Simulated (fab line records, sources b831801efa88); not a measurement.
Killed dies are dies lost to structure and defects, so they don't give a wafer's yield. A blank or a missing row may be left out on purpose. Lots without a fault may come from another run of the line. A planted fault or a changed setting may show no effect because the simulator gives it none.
fab line records | flow sky130
record lots=5 wafers=23
route steps=708 shown CAP2M@610 VIA4@649 METAL5@676 PASSIVATION@687
start_h: hours from the record's first day to the start of the lot's first wafer shown | wait_h: hours since the lot's step before | " the same as in the row above | L1.1+2: a row that stands for several wafers | - no value, or no start given | * or withheld: withheld | < > ~ a bound
route shown NAME@n: a module of which the file shows steps, and the number in the route of the first | usual: mean/standard deviation of fault-free wafers | same: alike in all rows | chamber/n: place in a boat | sites: the reading at each site | _std_site: their standard deviation | _edge_site: outer sites' mean less inner sites' | radius_mm: how far each site lies from the wafer's centre | mask NAME#n: copy n | behind: the tool/chamber that last shaped the wafer | hold: why the lot was held/for how many hours/how that ended | device: the transistor (n, p or np) that didn't switch | end of line: the same wafers' tests at the end of the route | a step without rows: its recipe alone | killed: dies lost to structure and defects at the first sort, not the wafer's yield | map: a wafer's dies, x killed, . not, _ none there
set.NAME: the setting as run; set.NAME@STEP: as run at that earlier step | model.NAME: the simulator's own value behind a step, which no gauge read
lots whose settings were changed on purpose; a table a step, a row a wafer
## steps
# step SKY_CAP2M_COAT_07
# recipe resist=NOVOLAK spin_rpm=3000 resist_thk_nm=1140
# columns lot.wafer tool chamber start_h wait_h set.spin_rpm model.NOVOLAK_of_CAP2M_COAT_07.thk_nm
L075.1+6 litho_track-04 0 964.41 0.1 3000 -
L075.2 " 0 " " 3199 1103
L075.3 " 0 " " 3000 1141
L075.4 " 0 " " 3199 1100
L078.1 litho_track-01 0 987.49 0.1 3000 1136
L078.2 " 0 " " 3000 1140
L078.3 " 0 " " 2830 1175
L078.4 " 0 " " 2830 1171
L078.6 " 0 " " 2830 1172
L079.2 litho_track-02 0 991.31 0.1 3126 1116
L079.3 " 0 " " 3126 1117
L079.4 " 0 " " 3126 1115
L079.5 " 0 " " 3000 1139
L079.6 " 0 " " 3000 1137
L080.1 litho_track-04 0 1001.16 0.1 3000 1141
L080.5 " 0 " " 3000 1144
L080.6 " 0 " " 3000 1142
L081.1+2+4 litho_track-02 0 1004.28 0.1 3000 -
L081.5+6 " 0 " " 3000 1146
# step SKY_CAP2M_SOFTBAKE_08
# recipe temp_c=90 time_s=60 resist=NOVOLAK
# step SKY_CAP2M_EXPOSE_09
# recipe mask_id=CAP2M na=0.6 source_shape=conventional sigma_outer=0.6 polarization=unpolarized target_cd_nm=1000 dose_mj=159
# step SKY_CAP2M_DEVELOP_11
# recipe resist=NOVOLAK developer=TMAH develop_time_s=60 dev_temp_c=22.54
# step SKY_CAP2M_METAL_ETCH_13
# recipe target_depth_nm=220 stop_on=SiO2 chemistry=Cl2/BCl3 target=TiN pressure_mtorr=10 icp_w=900 bias_w=48.5 Cl2_flow_sccm=60 bcl3_flow_sccm=30 time_s=62.9
# usual oes_product_au=0.945/0.0055
# columns lot.wafer tool chamber start_h wait_h set.power_w@CAP2M_SPUTTER_02 oes_product_au model.CAP2M.feature_depth_nm
L075.1 rie_metal-04 1 975.42 0.0 5797 0.887 -
L075.2 " 1 " " 6500 0.942 201
L075.3 " 1 " " 6500 0.945 200.9
L075.4 " 1 " " 6500 0.949 201.6
L075.6 " 1 " " 5797 0.886 -
L078.1 rie_metal-03 0 998.42 0.0 6745 0.968 208.2
L078.2 " 1 " " 6500 0.942 201.9
L078.3 " 1 " " 6500 0.952 202
L078.4 " 0 " " 6745 0.964 207.2
L078.6 " 1 " " 6500 0.946 201.3
L079.2 rie_metal-04 0 1002.12 0.0 6500 0.952 203.2
L079.3 " 1 " " 6500 0.945 201.5
L079.4 " 0 " " 6738 0.971 209.9
L079.5 " 0 " " 6500 0.949 203.2
L079.6 " 1 " " 6738 0.966 209.2
L080.1 rie_metal-04 1 1012.94 0.0 6500 0.951 201.7
L080.5 " 0 " " 6500 0.943 201.3
L080.6 " 1 " " 6500 0.946 200.1
L081.1 rie_metal-03 1 1016.17 0.0 6126 0.925 -
L081.2 " 0 " " 6126 0.912 -
L081.4 " 0 " " 6126 0.910 -
L081.5 " 1 " " 6500 0.943 202.7
L081.6 " 0 " " 6500 0.956 204.6
# step SKY_CAP2M_STRIP_14
# recipe chemistry=O2/N2 power_w=1400 pressure_mtorr=1500 platen_temp_c=withheld o2_flow_sccm=3000 n2_flow_sccm=300 overash_fraction=0.5
# usual strip_time_to_endpoint_s=12.63/0.045
# columns lot.wafer tool chamber start_h wait_h set.spin_rpm@CAP2M_COAT_07 strip_time_to_endpoint_s
L075.1 plasma_asher-01 0 975.57 0.1 3000 12.67
L075.2 " 1 " " 3199 12.21
L075.3 " 0 " " 3000 12.65
L075.4 " 1 " " 3199 12.16
L075.6 " 1 " " 3000 12.67
L078.1 plasma_asher-01 1 998.50 0.1 3000 12.64
L078.2 " 0 " " 3000 12.62
L078.3 " 0 " " 2830 12.96
L078.4 " 1 " " 2830 12.98
L078.6 " 1 " " 2830 12.90
L079.2 plasma_asher-01 1 1002.20 0.1 3126 12.34
L079.3 " 0 " " 3126 12.37
L079.4 " 1 " " 3126 12.33
L079.5 " 0 " " 3000 12.61
L079.6 " 1 " " 3000 12.61
L080.1 plasma_asher-02 0 1013.02 0.1 3000 12.67
L080.5 " 1 " " 3000 12.64
L080.6 " 0 " " 3000 12.67
L081.1 plasma_asher-01 1 1016.25 0.1 3000 12.67
L081.2 " 0 " " 3000 12.71
L081.4 " 1 " " 3000 12.71
L081.5 " 1 " " 3000 12.68
L081.6 " 0 " " 3000 12.72
# step SKY_VIA4_DEVELOP_10
# recipe resist=NOVOLAK developer=TMAH develop_time_s=60 dev_temp_c=23
# columns lot.wafer tool chamber start_h wait_h set.dev_temp_c
L075.1+2+3+4+6 litho_track-02 0 1023.08 0.1 23
L078.1+4 litho_track-04 0 1046.41 0.1 23
L078.2+3+6 " 0 " " 20.56
L079.2+5 litho_track-04 0 1049.93 0.1 19.44
L079.3+4+6 " 0 " " 23
L080.1+5+6 litho_track-03 0 1059.93 0.1 23
L081.1+5 litho_track-02 0 1063.18 0.1 20.21
L081.2+4+6 " 0 " " 23
# step SKY_VIA4_ETCH_12
# recipe target=SiO2 chemistry=C4F8/O2/Ar stop_on=TiN mask_material=NOVOLAK source_w=1500 bias_w=1200 pressure_mtorr=40 c4f8_flow_sccm=withheld O2_flow_sccm=6 Ar_flow_sccm=300 time_s=withheld target_depth_a=5800
# columns lot.wafer tool chamber start_h wait_h set.dev_temp_c@VIA4_DEVELOP_10 model.VIA4.cd_nm
L075.1 rie_diel-04 3 1023.27 0.0 23 801.5
L075.2 " 2 " " 23 804.7
L075.3 " 0 " " 23 803.1
L075.4 " 1 " " 23 803.3
L075.6 " 3 " " 23 803.9
L078.1 rie_diel-02 1 1046.59 0.0 23 798.6
L078.2 " 0 " " 20.56 806.5
L078.3 " 2 " " 20.56 806.9
L078.4 " 3 " " 23 800.2
L078.6 " 0 " " 20.56 805.1
L079.2 rie_diel-02 1 1050.09 0.0 19.44 810.7
L079.3 " 3 " " 23 802.5
L079.4 " 0 " " 23 800.6
L079.5 " 3 " " 19.44 810.2
L079.6 " 2 " " 23 799.3
L080.1 rie_diel-03 2 1060.11 0.0 23 796.2
L080.5 " 2 " " 23 796.8
L080.6 " 1 " " 23 796.3
L081.1 rie_diel-04 0 1063.37 0.0 20.21 809.2
L081.2 " 1 " " 23 796.1
L081.4 " 3 " " 23 798.7
L081.5 " 3 " " 20.21 809
L081.6 " 0 " " 23 798.8
# step SKY_VIA4_CVD_18
# recipe material=W target_thk_nm=505 time_s=152.14 temp_c=400 pressure_torr=40
# columns lot.wafer tool chamber start_h wait_h set.temp_c model.W_of_VIA4_CVD_18.thk_nm
L075.1 cvd_w-01 0 1024.34 0.0 400 507.3
L075.2 " 1 " " 389.9 417.7
L075.3 " 0 " " 389.9 419.1
L075.4 " 1 " " 400 498.3
L075.6 " 0 " " 400 507.9
L078.1 cvd_w-02 0 1047.32 0.0 400 511
L078.2 " 1 " " 400 506.7
L078.3 " 1 " " 400 509.2
L078.4 " 0 " " 400 500.5
L078.6 " 1 " " 400 506.6
L079.2 cvd_w-01 0 1050.82 0.0 400 507.3
L079.3 " 0 " " 404.3 546.2
L079.4 " 1 " " 400 501.1
L079.5 " 0 " " 404.3 546.5
L079.6 " 1 " " 400 498.4
L080.1 cvd_w-02 0 1060.85 0.0 400 511.1
L080.5 " 1 " " 400 512.3
L080.6 " 0 " " 400 510
L081.1 cvd_w-02 1 1064.11 0.0 400 507.7
L081.2 " 0 " " 400 506.4
L081.4 " 1 " " 411.5 622.2
L081.5 " 0 " " 411.5 621.4
L081.6 " 1 " " 411.5 620.7
# step SKY_VIA4_RS_MEAS_19
# recipe thk_meas_gauge=four-point-probe reads=W_of_VIA4_CVD_18+TiN_of_VIA4_SPUTTER_17
# usual VIA4_W_RS=0.2269/0.0022
# columns lot.wafer tool chamber start_h wait_h set.temp_c@VIA4_CVD_18 VIA4_W_RS[ohm/sq]
L075.1 film_metro-04 - 1024.49 0.1 400 0.2252
L075.2 " - " " 389.9 0.2742
L075.3 " - " " 389.9 0.2726
L075.4 " - " " 400 0.2292
L075.6 " - " " 400 0.2251
L078.1 film_metro-04 - 1047.47 0.1 400 0.2238
L078.2 " - " " 400 0.2254
L078.3 " - " " 400 0.2248
L078.4 " - " " 400 0.2285
L078.6 " - " " 400 0.2250
L079.2 film_metro-01 - 1051.00 0.1 400 0.2260
L079.3 " - " " 404.3 0.2088
L079.4 " - " " 400 0.2278
L079.5 " - " " 404.3 0.2090
L079.6 " - " " 400 0.2297
L080.1 film_metro-03 - 1061.00 0.1 400 0.2234
L080.5 " - " " 400 0.2231
L080.6 " - " " 400 0.2238
L081.1 film_metro-04 - 1064.27 0.1 400 0.2253
L081.2 " - " " 400 0.2254
L081.4 " - " " 411.5 0.1833
L081.5 " - " " 411.5 0.1837
L081.6 " - " " 411.5 0.1839
# step SKY_VIA4_THK_MEAS_20
# recipe thk_meas_gauge=xrf reads=W_of_VIA4_CVD_18
# usual VIA4_W_THK=499/6.2
# columns lot.wafer tool chamber start_h wait_h set.temp_c@VIA4_CVD_18 VIA4_W_THK[nm]
L075.1 film_metro-04 - 1024.61 0.1 400 496
L075.2 " - " " 389.9 409
L075.3 " - " " 389.9 413
L075.4 " - " " 400 487
L075.6 " - " " 400 499
L078.1 film_metro-04 - 1047.59 0.1 400 502
L078.2 " - " " 400 495
L078.3 " - " " 400 499
L078.4 " - " " 400 490
L078.6 " - " " 400 498
L079.2 film_metro-01 - 1051.11 0.1 400 508
L079.3 " - " " 404.3 546
L079.4 " - " " 400 501
L079.5 " - " " 404.3 543
L079.6 " - " " 400 498
L080.1 film_metro-03 - 1061.12 0.1 400 504
L080.5 " - " " 400 512
L080.6 " - " " 400 507
L081.1 film_metro-04 - 1064.39 0.1 400 502
L081.2 " - " " 400 499
L081.4 " - " " 411.5 613
L081.5 " - " " 411.5 612
L081.6 " - " " 411.5 614
# step SKY_METAL5_METAL_ETCH_15
# recipe target_depth_a=12600 stop_on=SiO2 over_etch_frac=0.2 time_s=252 chemistry=Cl2/BCl3 resist_sidewall_deg=86 pressure_mtorr=10 icp_w=900 bias_w=48.5 Cl2_flow_sccm=60 bcl3_flow_sccm=30
# columns lot.wafer tool chamber start_h wait_h set.time_s model.NOVOLAK_of_METAL5_COAT_09.thk_nm
L075.1 rie_metal-04 0 1048.22 0.0 266 949.7
L075.2 " 1 " " 266 978.3
L075.3 " 0 " " 252 1006
L075.4 " 1 " " 252 1011
L075.6 " 0 " " 266 948.3
L078.1 rie_metal-01 0 1069.32 0.0 252 1023
L078.2 " 1 " " 252 1015
L078.3 " 1 " " 252 1013
L078.4 " 0 " " 284.5 919.3
L078.6 " 0 " " 284.5 922.4
L079.2 rie_metal-04 0 1072.82 0.0 284.7 923.2
L079.3 " 0 " " 284.7 925.8
L079.4 " 1 " " 284.7 931.7
L079.5 " 1 " " 252 1030
L079.6 " 0 " " 252 1019
L080.1 rie_metal-02 0 1083.26 0.0 252 1029
L080.5 " 1 " " 252 1031
L080.6 " 0 " " 252 1035
L081.1 rie_metal-04 0 1085.84 0.0 252 1018
L081.2 " 1 " " 252 1030
L081.4 " 1 " " 252 1024
L081.5 " 1 " " 252 1023
L081.6 " 0 " " 252 1015
# step SKY_METAL5_STRIP_16
# recipe chemistry=O2/N2 power_w=1400 pressure_mtorr=1500 platen_temp_c=withheld o2_flow_sccm=3000 n2_flow_sccm=300 overash_fraction=0.5
# usual strip_time_to_endpoint_s=12.99/0.15
# columns lot.wafer tool chamber start_h wait_h set.time_s@METAL5_METAL_ETCH_15 strip_time_to_endpoint_s
L075.1 plasma_asher-02 0 1048.46 0.2 266 12.15
L075.2 " 1 " " 266 12.47
L075.3 " 0 " " 252 12.79
L075.4 " 1 " " 252 12.80
L075.6 " 0 " " 266 12.13
L078.1 plasma_asher-02 0 1069.56 0.2 252 12.93
L078.2 " 1 " " 252 12.84
L078.3 " 1 " " 252 12.81
L078.4 " 0 " " 284.5 11.80
L078.6 " 1 " " 284.5 11.83
L079.2 plasma_asher-04 0 1073.06 0.2 284.7 11.84
L079.3 " 0 " " 284.7 11.86
L079.4 " 1 " " 284.7 11.93
L079.5 " 0 " " 252 13.01
L079.6 " 1 " " 252 12.88
L080.1 plasma_asher-03 1 1083.50 0.2 252 13.01
L080.5 " 1 " " 252 13.02
L080.6 " 0 " " 252 13.06
L081.1 plasma_asher-04 0 1086.08 0.2 252 12.86
L081.2 " 1 " " 252 13.01
L081.4 " 0 " " 252 12.96
L081.5 " 1 " " 252 12.95
L081.6 " 0 " " 252 12.85
# step SKY_PASSIVATION_COAT_06
# recipe spin_rpm=2000 resist_thk_nm=3000
# columns lot.wafer tool chamber start_h wait_h set.spin_rpm model.coat_of_PASSIVATION_COAT_06.thk_nm
L075.1 litho_track-02 0 1060.09 0.1 2147 2886
L075.2 " 0 " " 2000 2994
L075.3 " 0 " " 2147 2890
L075.4 " 0 " " 2000 2986
L075.6 " 0 " " 2147 2880
L078.1+4+6 litho_track-04 0 1081.61 0.1 2000 2999
L078.2 " 0 " " 2000 3012
L078.3 " 0 " " 2000 3000
L079.2+4 litho_track-04 0 1084.48 0.1 2000 2988
L079.3 " 0 " " 2000 2989
L079.5 " 0 " " 2000 2990
L079.6 " 0 " " 2000 2999
L080.1+5 litho_track-01 0 1093.74 0.1 2000 2996
L080.6 " 0 " " 2000 3002
L081.1 litho_track-01 0 1095.64 0.1 2000 3005
L081.2+4 " 0 " " 2038 2974
L081.5 " 0 " " 2000 3006
L081.6 " 0 " " 2000 3010
# step SKY_PASSIVATION_SOFTBAKE_07
# recipe temp_c=110 time_s=withheld
# step SKY_PASSIVATION_EXPOSE_08
# recipe mask_id=NSM target_cd_nm=3000 na=0.57 dose_mj=260
# step SKY_PASSIVATION_PEB_09
# recipe temp_c=115 time_s=withheld
# step SKY_PASSIVATION_DEVELOP_10
# recipe develop_time_s=60 dev_temp_c=23
# step SKY_PASSIVATION_ETCH_11
# recipe chemistry=CF4/O2 target_depth_nm=725 stop_on=AlCu source_w=800 bias_w=150 pressure_mtorr=150 cf4_flow_sccm=80 O2_flow_sccm=10 time_s=161.1
# columns lot.wafer tool chamber start_h wait_h set.spin_rpm@PASSIVATION_COAT_06 model.coat_of_PASSIVATION_COAT_06.thk_nm
L075.1 rie_diel-01 0 1070.38 - 2147 2407
L075.2 " 1 " " 2000 2520
L075.3 " 3 " " 2147 2410
L075.4 " 2 " " 2000 2510
L075.6 " 2 " " 2147 2406
L078.1 rie_diel-02 0 1091.59 - 2000 2515
L078.2 " 2 " " 2000 2528
L078.3 " 3 " " 2000 2499
L078.4 " 1 " " 2000 2519
L078.6 " 0 " " 2000 2513
L079.2 rie_diel-01 2 1094.44 - 2000 2511
L079.3 " 1 " " 2000 2518
L079.4 " 0 " " 2000 2507
L079.5 " 1 " " 2000 2521
L079.6 " 2 " " 2000 2529
L080.1 rie_diel-02 1 1102.99 - 2000 2514
L080.5 " 2 " " 2000 2508
L080.6 " 1 " " 2000 2523
L081.1+6 rie_diel-01 0,3 1104.33 - 2000 2528
L081.2 " 2 " " 2038 2497
L081.4 " 3 " " 2038 2494
L081.5 " 0 " " 2000 2525
# step SKY_PASSIVATION_STRIP_12
# recipe chemistry=O2/N2 power_w=1400 pressure_mtorr=1500 platen_temp_c=withheld overash_fraction=0.7 o2_flow_sccm=3000 n2_flow_sccm=300
# usual strip_time_to_endpoint_s=31.48/0.1
# columns lot.wafer tool chamber start_h wait_h set.spin_rpm@PASSIVATION_COAT_06 strip_time_to_endpoint_s
L075.1 plasma_asher-01 0 1070.49 0.1 2147 30.24
L075.2 " 1 " " 2000 31.56
L075.3 " 0 " " 2147 30.29
L075.4 " 1 " " 2000 31.46
L075.6 " 0 " " 2147 30.24
L078.1 plasma_asher-04 1 1091.70 0.1 2000 31.49
L078.2 " 0 " " 2000 31.66
L078.3 " 0 " " 2000 31.33
L078.4 " 1 " " 2000 31.56
L078.6 " 1 " " 2000 31.49
L079.2 plasma_asher-02 0 1094.55 0.1 2000 31.44
L079.3 " 0 " " 2000 31.53
L079.4 " 1 " " 2000 31.42
L079.5 " 0 " " 2000 31.60
L079.6 " 1 " " 2000 31.67
L080.1 plasma_asher-01 0 1103.10 0.1 2000 31.48
L080.5 " 1 " " 2000 31.41
L080.6 " 0 " " 2000 31.60
L081.1 plasma_asher-02 0 1104.44 0.1 2000 31.65
L081.2 " 1 " " 2038 31.29
L081.4 " 0 " " 2038 31.26
L081.5 " 1 " " 2000 31.62
L081.6 " 0 " " 2000 31.67
## key
split step=SKY_CAP2M_COAT_07 setting=spin_rpm stated=3000 by=wafer
response step=SKY_CAP2M_COAT_07 reading=model.NOVOLAK_of_CAP2M_COAT_07.thk_nm change=-5.81 per=1% r=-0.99
response step=SKY_CAP2M_STRIP_14 reading=strip_time_to_endpoint_s change=* per=1% r=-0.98
split step=SKY_VIA4_DEVELOP_10 setting=dev_temp_c stated=23 by=wafer
response step=SKY_VIA4_ETCH_12 reading=model.VIA4.cd_nm change=-0.715 per=1% r=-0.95
split step=SKY_VIA4_CVD_18 setting=temp_c stated=400 by=wafer
response step=SKY_VIA4_CVD_18 reading=model.W_of_VIA4_CVD_18.thk_nm change=+37.6 per=1% r=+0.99
response step=SKY_VIA4_RS_MEAS_19 reading=VIA4_W_RS change=-0.0164 per=1% r=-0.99
response step=SKY_VIA4_THK_MEAS_20 reading=VIA4_W_THK change=+36.5 per=1% r=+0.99
split step=SKY_METAL5_METAL_ETCH_15 setting=time_s stated=252 by=wafer
response step=SKY_METAL5_METAL_ETCH_15 reading=model.NOVOLAK_of_METAL5_COAT_09.thk_nm change=-7.61 per=1% r=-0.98
response step=SKY_METAL5_STRIP_16 reading=strip_time_to_endpoint_s change=* per=1% r=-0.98
split step=SKY_PASSIVATION_COAT_06 setting=spin_rpm stated=2000 by=wafer
response step=SKY_PASSIVATION_COAT_06 reading=model.coat_of_PASSIVATION_COAT_06.thk_nm change=-14.5 per=1% r=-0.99
response step=SKY_PASSIVATION_ETCH_11 reading=model.coat_of_PASSIVATION_COAT_06.thk_nm change=-14.8 per=1% r=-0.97
response step=SKY_PASSIVATION_STRIP_12 reading=strip_time_to_endpoint_s change=* per=1% r=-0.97
split outside_this_file step=SKY_CAP2M_SPUTTER_02 setting=power_w
# split outside_this_file: this setting was split too, and the file shows its column; the key of that split is in another file
